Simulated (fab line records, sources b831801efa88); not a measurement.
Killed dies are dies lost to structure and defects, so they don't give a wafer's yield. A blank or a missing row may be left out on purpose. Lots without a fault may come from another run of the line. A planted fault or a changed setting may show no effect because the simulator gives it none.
One fault seen from 2 desks | flow gf180mcu | each desk has only its own numbers; what lay behind them comes last

THE TOOL OWNER'S DESK: rtp_anneal-01
The tool's own readings at GF_SALICIDE_RTA_06 (time 30 s): means of the sampled wafers that have a number, for each lot that ran on this tool. A lot is out of limits, marked OUT, if its mean lies more than 4 standard deviations from the usual mean; the brackets give that distance.
Columns: A = lamp_power_pct at GF_SALICIDE_RTA_06, usual 6.51 %; B = wafer_temp_C_max at GF_SALICIDE_RTA_06, usual 533.5
lot  | first seen here | A               | B
L824 | day 15 12:25    | 6.69            | 532.9
L827 | day 16 12:25    | 6.69            | 532.8
L829 | day 17 03:49    | 6.69            | 532.9
L830 | day 17 09:55    | 6.69            | 532.7
L833 | day 18 12:57    | 5.35 (-6.5) OUT | 480.2 (-61) OUT
L835 | day 19 07:08    | 5.35 (-6.5) OUT | 479.7 (-61) OUT
L842 | day 21 12:35    | 6.69            | 532.7
L843 | day 22 02:05    | 6.68            | 532.8
L847 | day 23 06:27    | 6.68            | 532.7
This desk's finding: out of limits on L833, L835; first on L833, day 18 12:57 (lamp_power_pct at GF_SALICIDE_RTA_06). In limits: L824, L827, L829, L830, L842, L843, L847.

THE METROLOGY DESK
What the gauges read, lot by lot, whatever tool the lot ran on: means of the sampled wafers that have a number. A lot is out of limits, marked OUT, if its mean lies more than 4 standard deviations from the usual mean; the brackets give that distance.
Columns: A = HV_LDD_CVD_54_THK at GF_HV_LDD_THK_MEAS_55, usual 9.98 nm; B = NSD_OVL at GF_NSD_OVL_MEAS_08, usual 0.9 nm
lot  | first seen here | A     | B
L824 | day 12 18:13    | 9.96  | -0.8
L825 | day 13 03:17    | 10.08 | 1.5
L827 | day 13 16:28    | 10.06 | 1.0
L828 | day 13 23:12    | 10.03 | 1.2
L829 | day 14 07:11    | 10.04 | 2.6
L830 | day 14 11:16    | 10.02 | 0.3
L833 | day 15 13:54    | 9.87  | -1.0
L835 | day 16 05:29    | 9.97  | 0.5
L840 | day 17 17:34    | 9.98  | -0.3
L842 | day 18 09:23    | 9.90  | 0.2
L843 | day 18 23:06    | 9.97  | 2.3
L845 | day 19 10:43    | 9.99  | 2.1
L846 | day 19 18:23    | 9.89  | -0.8
L847 | day 20 04:42    | 9.76  | 1.3
This desk's finding: nothing out of limits on any of the 14 lots.

PUT TOGETHER
The tool owner's desk could have raised an alarm at day 18 12:57, on L833, L835.
The metrology desk saw nothing out of limits.
The metrology desk has L833, L835 on record, within its limits.
Of the lots named, all ran GF_SALICIDE_RTA_06 on rtp_anneal-01.

WHAT THE SIMULATOR HAD PUT IN
Process parameter drift: rtp_anneal-01, from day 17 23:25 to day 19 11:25, at GF_SALICIDE_RTA_06. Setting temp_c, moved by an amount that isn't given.
Lots struck among those shown: L833, L835.
Hours from the fault's start to each desk's first reading out of limits: the tool owner's desk, 14.
